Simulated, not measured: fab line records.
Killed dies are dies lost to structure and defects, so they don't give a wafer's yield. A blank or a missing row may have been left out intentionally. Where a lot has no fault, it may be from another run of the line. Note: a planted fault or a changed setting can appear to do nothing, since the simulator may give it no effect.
The tool behind it: which one? || flow gf180mcu || Sampling: 12 lots, 36 wafers, 4 of 602 route steps

== WHAT THE GAUGES READ, wafer by wafer ==
GF_V4_THK_MEAS_03.
{"lot": "L633", "measured": "day 23 22:27", "on": "film_metro-03", "V4_CVD_02_THK (nm)": "841 853 840"}
{"lot": "L635", "measured": "day 24 13:14", "on": "film_metro-04", "V4_CVD_02_THK (nm)": "848 835 863"}
{"lot": "L637", "measured": "day 25 05:19", "on": "film_metro-04", "V4_CVD_02_THK (nm)": "831 850 857"}
{"lot": "L638", "measured": "day 25 18:30", "on": "film_metro-04", "V4_CVD_02_THK (nm)": "863 850 865"}
{"lot": "L639", "measured": "day 25 23:40", "on": "film_metro-03", "V4_CVD_02_THK (nm)": "849 854 858"}
{"lot": "L641", "measured": "day 26 19:48", "on": "film_metro-04", "V4_CVD_02_THK (nm)": "849 840 867"}
{"lot": "L642", "measured": "day 26 23:46", "on": "film_metro-03", "V4_CVD_02_THK (nm)": "846 862 855"}
{"lot": "L646", "measured": "day 28 03:11", "on": "film_metro-03", "V4_CVD_02_THK (nm)": "850 862 848"}
{"lot": "L648", "measured": "day 28 20:56", "on": "film_metro-04", "V4_CVD_02_THK (nm)": "856 849 846"}
{"lot": "L649", "measured": "day 28 22:34", "on": "film_metro-04", "V4_CVD_02_THK (nm)": "850 842 847"}
{"lot": "L651", "measured": "day 29 16:29", "on": "film_metro-03", "V4_CVD_02_THK (nm)": "845 851 854"}
{"lot": "L655", "measured": "day 30 17:44", "on": "film_metro-01", "V4_CVD_02_THK (nm)": "861 851 867"}

GF_V4_OVL_MEAS_15.
{"lot": "L633", "measured": "day 24 21:33", "on": "overlay-02", "V4_OVL (nm)": "-6 3 6"}
{"lot": "L635", "measured": "day 25 10:08", "on": "overlay-02", "V4_OVL (nm)": "-7 -1 -2"}
{"lot": "L637", "measured": "day 26 02:59", "on": "overlay-01", "V4_OVL (nm)": "-1 -3 -6"}
{"lot": "L638", "measured": "day 26 16:09", "on": "overlay-01", "V4_OVL (nm)": "3 0 1"}
{"lot": "L639", "measured": "day 26 20:47", "on": "overlay-02", "V4_OVL (nm)": "2 2 5"}
{"lot": "L641", "measured": "day 27 16:25", "on": "overlay-02", "V4_OVL (nm)": "-2 -3 -3"}
{"lot": "L642", "measured": "day 27 20:35", "on": "overlay-02", "V4_OVL (nm)": "-11 -7 -1"}
{"lot": "L646", "measured": "day 28 22:56", "on": "overlay-01", "V4_OVL (nm)": "81 74 82"}
{"lot": "L648", "measured": "day 29 16:06", "on": "overlay-02", "V4_OVL (nm)": "-1 3 7"}
{"lot": "L649", "measured": "day 29 18:41", "on": "overlay-02", "V4_OVL (nm)": "9 9 11"}
{"lot": "L651", "measured": "day 30 11:50", "on": "overlay-02", "V4_OVL (nm)": "85 90 90"}
{"lot": "L655", "measured": "day 31 11:49", "on": "overlay-02", "V4_OVL (nm)": "-4 -7 -2"}

== WHAT TOOL EACH LOT RAN ON (gives the tool, then ch and the chambers of the sampled wafers, and finally the start) ==
{"lot": "L633", "GF_M4_STRIP_17": "plasma_asher-03 ch 0,1, day 23 21:43", "GF_V4_EXPOSE_11": "krf_scanner-01 ch 0, day 24 10:35"}
{"lot": "L635", "GF_M4_STRIP_17": "plasma_asher-02 ch 0,1, day 24 12:30", "GF_V4_EXPOSE_11": "krf_scanner-02 ch 0, day 25 00:37"}
{"lot": "L637", "GF_M4_STRIP_17": "plasma_asher-03 ch 0,1, day 25 04:14", "GF_V4_EXPOSE_11": "krf_scanner-01 ch 0, day 25 16:49"}
{"lot": "L638", "GF_M4_STRIP_17": "plasma_asher-02 ch 0,1, day 25 17:46", "GF_V4_EXPOSE_11": "krf_scanner-01 ch 0, day 26 05:26"}
{"lot": "L639", "GF_M4_STRIP_17": "plasma_asher-03 ch 0,1, day 25 22:56", "GF_V4_EXPOSE_11": "krf_scanner-01 ch 0, day 26 10:19"}
{"lot": "L641", "GF_M4_STRIP_17": "plasma_asher-03 ch 0,1, day 26 19:03", "GF_V4_EXPOSE_11": "krf_scanner-02 ch 0, day 27 06:39"}
{"lot": "L642", "GF_M4_STRIP_17": "plasma_asher-03 ch 0,1, day 26 23:01", "GF_V4_EXPOSE_11": "krf_scanner-02 ch 0, day 27 10:31"}
{"lot": "L646", "GF_M4_STRIP_17": "plasma_asher-03 ch 0,1, day 28 02:26", "GF_V4_EXPOSE_11": "krf_scanner-02 ch 0, day 28 13:30"}
{"lot": "L648", "GF_M4_STRIP_17": "plasma_asher-04 ch 0,1, day 28 20:11", "GF_V4_EXPOSE_11": "krf_scanner-01 ch 0, day 29 06:56"}
{"lot": "L649", "GF_M4_STRIP_17": "plasma_asher-04 ch 0,1, day 28 21:48", "GF_V4_EXPOSE_11": "krf_scanner-01 ch 0, day 29 09:29"}
{"lot": "L651", "GF_M4_STRIP_17": "plasma_asher-03 ch 0,1, day 29 15:46", "GF_V4_EXPOSE_11": "krf_scanner-02 ch 0, day 30 02:40"}
{"lot": "L655", "GF_M4_STRIP_17": "plasma_asher-02 ch 0,1, day 30 16:59", "GF_V4_EXPOSE_11": "krf_scanner-01 ch 0, day 31 03:13"}
- GF_M4_STRIP_17: strips in O2/N2.
- GF_V4_EXPOSE_11: exposes mask Via4, target cd 260 nm.

== WHAT THE TOOLS THEMSELVES READ (means of the sampled wafers that have a number; where no wafer has one, the mark that the record gives instead) ==
GF_M4_STRIP_17.
{"lot": "L633", "tool": "plasma_asher-03", "drypump_motor_current_A (A)": 5.7, "heater_power_w (W)": 335, "oes_product_au (a.u.)": 0.556, "strip_time_to_endpoint_s (s)": 7.87}
{"lot": "L635", "tool": "plasma_asher-02", "drypump_motor_current_A (A)": 6.0, "heater_power_w (W)": 327, "oes_product_au (a.u.)": 0.565, "strip_time_to_endpoint_s (s)": 7.96}
{"lot": "L637", "tool": "plasma_asher-03", "drypump_motor_current_A (A)": 5.7, "heater_power_w (W)": 337, "oes_product_au (a.u.)": 0.562, "strip_time_to_endpoint_s (s)": 7.98}
{"lot": "L638", "tool": "plasma_asher-02", "drypump_motor_current_A (A)": 6.0, "heater_power_w (W)": 329, "oes_product_au (a.u.)": 0.562, "strip_time_to_endpoint_s (s)": 7.92}
{"lot": "L639", "tool": "plasma_asher-03", "drypump_motor_current_A (A)": 5.7, "heater_power_w (W)": 331, "oes_product_au (a.u.)": 0.563, "strip_time_to_endpoint_s (s)": 7.96}
{"lot": "L641", "tool": "plasma_asher-03", "drypump_motor_current_A (A)": 5.7, "heater_power_w (W)": 338, "oes_product_au (a.u.)": 0.559, "strip_time_to_endpoint_s (s)": 7.87}
{"lot": "L642", "tool": "plasma_asher-03", "drypump_motor_current_A (A)": 5.9, "heater_power_w (W)": 351, "oes_product_au (a.u.)": 0.559, "strip_time_to_endpoint_s (s)": 7.83}
{"lot": "L646", "tool": "plasma_asher-03", "drypump_motor_current_A (A)": 5.9, "heater_power_w (W)": 356, "oes_product_au (a.u.)": 0.558, "strip_time_to_endpoint_s (s)": 7.94}
{"lot": "L648", "tool": "plasma_asher-04", "drypump_motor_current_A (A)": 5.9, "heater_power_w (W)": 336, "oes_product_au (a.u.)": 0.559, "strip_time_to_endpoint_s (s)": 7.86}
{"lot": "L649", "tool": "plasma_asher-04", "drypump_motor_current_A (A)": 5.6, "heater_power_w (W)": 325, "oes_product_au (a.u.)": 0.561, "strip_time_to_endpoint_s (s)": 7.95}
{"lot": "L651", "tool": "plasma_asher-03", "drypump_motor_current_A (A)": 5.9, "heater_power_w (W)": 355, "oes_product_au (a.u.)": 0.556, "strip_time_to_endpoint_s (s)": 7.88}
{"lot": "L655", "tool": "plasma_asher-02", "drypump_motor_current_A (A)": 6.0, "heater_power_w (W)": 327, "oes_product_au (a.u.)": 0.562, "strip_time_to_endpoint_s (s)": 7.93}

== THE ANSWER, worked out from the rows above alone ==
Rule: usual is defined by the lots themselves. Put in order of their means at a reading, lots are off if they are a third of the lots or fewer, leave a main group of 4 or more, and stand apart from it by a gap of 3 or more times the standard deviation of the main group's means; of several such gaps the widest counts. The tables above print the reading to a certain number of digits; a main group whose means all agree to those digits is not used. A lot without any number at a reading at which 4 lots or more have one is off too. Any other lot the step has rows for is counted as sound. First the gauges in route order, then the tools' own readings, where a lot's mean is used as printed above. At the first step where some lot is off, the reading lying furthest off is the one used; lots without a number count as furthest.
Off: L646, L651, at GF_V4_OVL_MEAS_15 (V4_OVL). Main group: mean -0 nm, sd 4.5.
If a tool, at a process step before that reading, ran all the lots that are off and no sound lot after the first of them, it fits. Those tools and the gauges at GF_V4_OVL_MEAS_15 are tried in the same way. This does not decide it: 2 tools fit, namely plasma_asher-03 at GF_M4_STRIP_17 and krf_scanner-02 at GF_V4_EXPOSE_11.

== WHAT THE SIMULATOR PUT IN ==
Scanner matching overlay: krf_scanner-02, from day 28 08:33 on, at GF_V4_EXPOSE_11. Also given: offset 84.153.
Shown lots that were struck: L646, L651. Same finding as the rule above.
